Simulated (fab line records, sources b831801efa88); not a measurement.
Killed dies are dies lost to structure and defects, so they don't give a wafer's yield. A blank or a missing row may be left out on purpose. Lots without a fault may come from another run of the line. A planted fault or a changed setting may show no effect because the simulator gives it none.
fab line records | flow sky130
record lots=14 wafers=42 last_day=50
route steps=708 shown FIELD_ISO@15 PWDE@55 LI_CONTACT@374 LOCAL_INTERCONNECT@398 PAD_OPEN@708
lots that met no fault: from a run of the same line without faults
start_h: hours from the record's first day to the start of the lot's first wafer shown | wait_h: hours since the lot's step before | " the same as in the row above | L1.1+2: a row that stands for several wafers | - no value, or no start given | * or withheld: withheld | < > ~ a bound
route shown NAME@n: a module of which the file shows steps, and the number in the route of the first | usual: mean/standard deviation of fault-free wafers | same: alike in all rows | chamber/n: place in a boat | sites: the reading at each site | _std_site: their standard deviation | _edge_site: outer sites' mean less inner sites' | radius_mm: how far each site lies from the wafer's centre | mask NAME#n: copy n | behind: the tool/chamber that last shaped the wafer | hold: why the lot was held/for how many hours/how that ended | device: the transistor (n, p or np) that didn't switch | end of line: the same wafers' tests at the end of the route | a step without rows: its recipe alone | killed: dies lost to structure and defects at the first sort, not the wafer's yield | map: a wafer's dies, x killed, . not, _ none there
set.NAME: the setting as run; set.NAME@STEP: as run at that earlier step | model.NAME: the simulator's own value behind a step, which no gauge read
steps of the route over a sample of lots; a table a step, a row a wafer
services: from which hour (start_h, from the record's first day; less than 0 if before it) a tool's chamber was out of use, for how many hours, and why
## steps
# step SKY_FIELD_ISO_ETCH_14
# recipe chemistry=N2/H2 target=BARC ion_energy_ev=200 source_w=500 bias_w=100 pressure_mtorr=30 n2_flow_sccm=100 h2_flow_sccm=200 stop_on=SiO2 time_s=45.9 target_depth_a=600
# usual bias_w=100.0/0.31 drypump_motor_current_A=5.9/0.4 oes_product_au=0.856/0.0044 throttle_valve_pct=13.224/0.0084
# columns lot.wafer tool chamber start_h wait_h bias_w drypump_motor_current_A oes_product_au rf_hours_counter_h throttle_valve_pct
L416.1 rie_diel-03 2 28.75 0.1 99.7 6.3 0.859 132 13.211
L416.3 " 0 " " 100.2 6.3 0.856 8 13.239
L416.5 " 2 " " 100.1 6.3 0.862 - 13.216
L417.2 rie_diel-02 1 34.24 0.1 99.6 6.5 0.851 139 13.239
L417.5 " 0 " " 100.1 5.9 0.854 - 13.226
L417.6 " 2 " " 100.0 5.6 0.857 - 13.216
L418.4 rie_diel-03 3 38.53 0.0 99.9 6.1 0.857 94 13.220
L418.5 " 3 " " 100.0 6.1 0.852 - 13.232
L418.6 " 0 " " 99.5 6.3 0.855 - 13.230
L419.2 rie_diel-02 1 43.90 0.1 100.1 6.5 0.856 139 13.226
L419.3 " 0 " " 100.3 5.9 0.858 143 13.221
L419.4 " 3 " " 100.2 5.0 0.855 0 13.235
L420.1 rie_diel-04 2 51.49 0.1 100.1 5.7 0.860 64 13.226
L420.3 " 1 " " 99.9 5.7 0.869 127 13.207
L420.5 " 3 " " 100.2 6.5 0.858 - 13.218
L421.1 rie_diel-04 1 54.78 0.1 100.1 5.7 0.855 127 13.219
L421.2 " 3 " " 100.1 6.5 0.858 100 13.231
L421.4 " 2 " " 99.6 5.7 0.856 64 13.212
L422.3 rie_diel-04 1 60.84 0.1 99.6 5.7 0.852 128 13.229
L422.4 " 0 " " 100.0 5.6 0.854 136 13.223
L422.6 " 2 " " 100.9 5.7 0.868 - 13.227
L423.2 rie_diel-03 2 67.34 0.1 99.8 6.3 0.856 133 13.214
L423.3 " 0 " " 100.0 6.3 0.851 9 13.229
L423.5 " 2 " " 99.8 6.3 0.846 - 13.223
L424.1 rie_diel-02 0 74.70 0.1 100.1 5.9 0.860 144 13.232
L424.3 " 3 " " 99.7 5.0 0.861 1 13.221
L424.4 " 1 " " 100.2 6.5 0.859 140 13.223
L431.2 rie_diel-03 2 107.63 0.1 100.1 6.3 0.852 134 13.227
L431.3 " 0 " " 87.9 6.3 0.855 10 13.219
L431.5 " 2 " " 100.1 6.3 0.856 - 13.223
L432.1 rie_diel-03 1 111.59 0.1 99.8 5.6 0.861 128 13.220
L432.5 " 3 " " 100.2 6.1 0.855 - 13.241
L432.6 " 0 " " 88.5 6.3 0.861 - 13.220
L435.1 rie_diel-02 1 132.09 0.1 100.2 6.5 0.856 140 13.227
L435.4 " 0 " " 100.7 5.9 0.865 145 13.217
L435.5 " 2 " " 100.4 5.6 0.858 - 13.229
L437.2 rie_diel-04 1 138.39 0.1 99.9 5.7 0.860 130 13.219
L437.3 " 3 " " 99.8 6.5 0.862 102 13.229
L437.5 " 3 " " 100.3 6.5 0.856 - 13.225
L438.1 rie_diel-04 3 142.45 0.1 100.2 6.5 0.855 102 13.228
L438.3 " 1 " " 100.1 5.7 0.860 130 13.215
L438.5 " 0 " " 99.9 5.6 0.856 - 13.233
# step SKY_PWDE_TW_MEAS_10
# usual PWDE_TW=373/3.1
# columns lot.wafer tool chamber start_h wait_h PWDE_TW
L416.1 film_metro-04 - 67.26 0.1 370
L416.3 " - " " 367
L416.5 " - " " 368
L417.2 film_metro-01 - 73.03 0.1 373
L417.5 " - " " 374
L417.6 " - " " 373
L418.4 film_metro-04 - 77.64 0.1 366
L418.5 " - " " 366
L418.6 " - " " 366
L419.2 film_metro-02 - 92.90 0.1 372
L419.3 " - " " 374
L419.4 " - " " 371
L421.1 film_metro-02 - 100.41 0.1 373
L421.2 " - " " 374
L421.4 " - " " 374
L420.1 film_metro-01 - 101.19 0.1 375
L420.3 " - " " 376
L420.5 " - " " 375
L422.3 film_metro-01 - 104.56 0.1 374
L422.4 " - " " 374
L422.6 " - " " 374
L423.2 film_metro-02 - 109.43 0.1 373
L423.3 " - " " 376
L423.5 " - " " 375
L424.1 film_metro-02 - 117.51 0.1 372
L424.3 " - " " 372
L424.4 " - " " 371
L431.2 film_metro-01 - 152.92 0.1 379
L431.3 " - " " 377
L431.5 " - " " 377
L432.1 film_metro-04 - 156.66 0.1 370
L432.5 " - " " 369
L432.6 " - " " 369
L435.1 film_metro-02 - 179.47 0.1 374
L435.4 " - " " 375
L435.5 " - " " 375
L437.2 film_metro-02 - 184.85 0.1 374
L437.3 " - " " 374
L437.5 " - " " 375
L438.1 film_metro-04 - 190.54 0.1 371
L438.3 " - " " 371
L438.5 " - " " 371
# step SKY_LI_CONTACT_CD_MEAS_12
# recipe target_cd_nm=170
# usual cd_nm=170.5/1.8
# columns lot.wafer tool chamber start_h wait_h cd_nm
L417.2 cd_sem-01 - 679.89 - 170.8
L417.5 " - " " 170.8
L417.6 " - " " 169.9
L416.1 cd_sem-01 - 680.90 - 167.1
L416.3 " - " " 167.3
L416.5 " - " " 166.6
L418.4 cd_sem-02 - 687.71 - 171.7
L418.5 " - " " 171.0
L418.6 " - " " 171.5
L419.2 cd_sem-02 - 706.87 - 172.7
L419.3 " - " " 172.6
L419.4 " - " " 172.0
L421.1 cd_sem-01 - 718.16 - 171.1
L421.2 " - " " 172.7
L421.4 " - " " 170.5
L420.1 cd_sem-02 - 720.10 - 167.8
L420.3 " - " " 166.4
L420.5 " - " " 168.3
L422.3 cd_sem-01 - 721.18 - 168.2
L422.4 " - " " 168.3
L422.6 " - " " 167.8
L423.2 cd_sem-02 - 738.22 - 167.6
L423.3 " - " " 167.7
L423.5 " - " " 168.8
L424.1 cd_sem-02 - 746.47 - 172.8
L424.3 " - " " 172.7
L424.4 " - " " 174.1
L431.2 cd_sem-01 - 794.83 - 171.8
L431.3 " - " " 173.0
L431.5 " - " " 172.8
L432.1 cd_sem-01 - 800.22 - 169.4
L432.5 " - " " 171.1
L432.6 " - " " 171.1
L435.1 cd_sem-01 - 824.36 - 169.3
L435.4 " - " " 171.7
L435.5 " - " " 168.4
L437.2 cd_sem-01 - 837.68 - 170.4
L437.3 " - " " 170.5
L437.5 " - " " 169.7
L438.1 cd_sem-02 - 838.31 - 172.7
L438.3 " - " " 173.7
L438.5 " - " " 173.7
# step SKY_LOCAL_INTERCONNECT_CD_MEAS_11
# recipe target_cd_nm=170
# usual cd_nm=169.6/1.5
# columns lot.wafer tool chamber start_h wait_h cd_nm
L417.2 cd_sem-01 - 708.03 - 168.5
L417.5 " - " " 169.3
L417.6 " - " " 168.3
L416.1 cd_sem-02 - 709.31 - 171.5
L416.3 " - " " 169.0
L416.5 " - " " 169.5
L418.4 cd_sem-02 - 717.57 - 170.6
L418.5 " - " " 171.3
L418.6 " - " " 171.0
L419.2 cd_sem-01 - 736.75 - 168.0
L419.3 " - " " 165.9
L419.4 " - " " 167.9
L421.1 cd_sem-01 - 746.96 - 168.7
L421.2 " - " " 169.5
L421.4 " - " " 168.9
L420.1 cd_sem-02 - 749.50 - 171.3
L420.3 " - " " 170.6
L420.5 " - " " 170.8
L422.3 cd_sem-01 - 750.42 - 168.9
L422.4 " - " " 169.8
L422.6 " - " " 169.8
L423.2 cd_sem-01 - 766.33 - 169.0
L423.3 " - " " 169.1
L423.5 " - " " 171.5
L424.1 cd_sem-02 - 774.60 - 170.5
L424.3 " - " " 172.5
L424.4 " - " " 171.3
L431.2 cd_sem-02 - 822.50 - 169.4
L431.3 " - " " 169.0
L431.5 " - " " 168.6
L432.1 cd_sem-01 - 828.45 - 169.1
L432.5 " - " " 168.8
L432.6 " - " " 168.8
L435.1 cd_sem-01 - 852.18 - 171.7
L435.4 " - " " 170.1
L435.5 " - " " 171.5
L437.2 cd_sem-02 - 865.13 - 171.6
L437.3 " - " " 170.3
L437.5 " - " " 169.8
L438.1 cd_sem-02 - 865.76 - 166.2
L438.3 " - " " 169.9
L438.5 " - " " 167.4
# step SKY_PAD_OPEN_PROBE_99
# usual killed_at_M0_to_M3=43/7.2 killed_at_M4_up=3.3/2 killed_at_contacts=25/5.8 killed_at_front_end=15/4.5 killed_at_other=0.3/0.62 killed_dies=86/9.4 killed_open=47/7.1 killed_short=39/6
# same gross_dies=492 killed_at_back_side=0
# columns lot.wafer tool chamber start_h wait_h killed_at_M0_to_M3 killed_at_M4_up killed_at_contacts killed_at_front_end killed_at_other killed_dies killed_open killed_short
L419.2 prober-02 - 1101.31 0.1 49 3 35 19 1 107 57 48
L419.3 prober-02 - 1101.36 0.2 43 2 31 20 0 96 52 44
L419.4 prober-02 - 1101.41 0.2 51 4 27 19 1 102 56 44
# killed by level:class
L419.2 CONTACT:geometric_particle:open=14 LI_CONTACT:geometric_particle:open=9 METAL2:geometric_particle:short=9 VIA1:geometric_particle:open=8 METAL1:geometric_particle:short=7 POLY_GATE:geometric_particle:open=6 VIA2:geometric_particle:open=6 POLY_GATE:geometric_particle:short=5
L419.3 CONTACT:geometric_particle:open=16 POLY_GATE:geometric_particle:short=7 VIA3:geometric_particle:open=7 VIA1:geometric_particle:open=7 FIELD_ISO:geometric_particle:open=6 LI_CONTACT:geometric_particle:open=6 VIA1:geometric_particle:short=6 VIA2:geometric_particle:open=5
L419.4 VIA1:geometric_particle:open=11 CONTACT:geometric_particle:open=11 METAL1:geometric_particle:short=9 VIA2:geometric_particle:open=9 LI_CONTACT:geometric_particle:open=6 VIA1:geometric_particle:short=6 VIA3:geometric_particle:open=5 FIELD_ISO:geometric_particle:open=4
## services
# columns tool chamber start_h hours kind
rie_diel-03 3 5.87 23.0 repair
rie_diel-03 2 9.80 2.2 repair
rie_diel-02 3 28.76 - clean
rie_diel-02 3 28.76 14.1 scheduled_down
rie_diel-02 3 28.76 14.1 vent_cycle
rie_diel-03 2 70.20 8.5 repair
rie_diel-03 - 90.89 0.5 repair
rie_diel-02 1 100.21 7.7 repair
rie_diel-03 - 102.27 0.2 repair
rie_diel-03 - 126.03 2.8 pm
rie_diel-04 2 137.06 7.4 repair
## key
first_sign step=SKY_FIELD_ISO_ETCH_14 reading=bias_w direction=down sigmas=39 usual=100.0 struck=88.2
effect none on later readings
met_at SKY_FIELD_ISO_ETCH_14
struck_lots L431,L432
struck_wafers L431.3,L432.6
tester_left_out L431,L432
not_acting_at SKY_PWDE_TW_MEAS_10,SKY_LI_CONTACT_CD_MEAS_12,SKY_LOCAL_INTERCONNECT_CD_MEAS_11
onset_between 67.34 107.63
fault kind=process_parameter_drift tool=rie_diel-03 chamber=0 onset_h=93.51 steps=SKY_FIELD_ISO_ETCH_14 channel=bias_w offset=-12.034 shape=step end_h=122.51 acts_in=these_recipes_only stated=100
# tester_left_out: of these lots the tester's yield and bins aren't shown, on N5 and GAA mostly nor the transistor test; their killed dies are dies lost to structure and defects alone, not to doping, threshold or leakage, so they don't give the yield
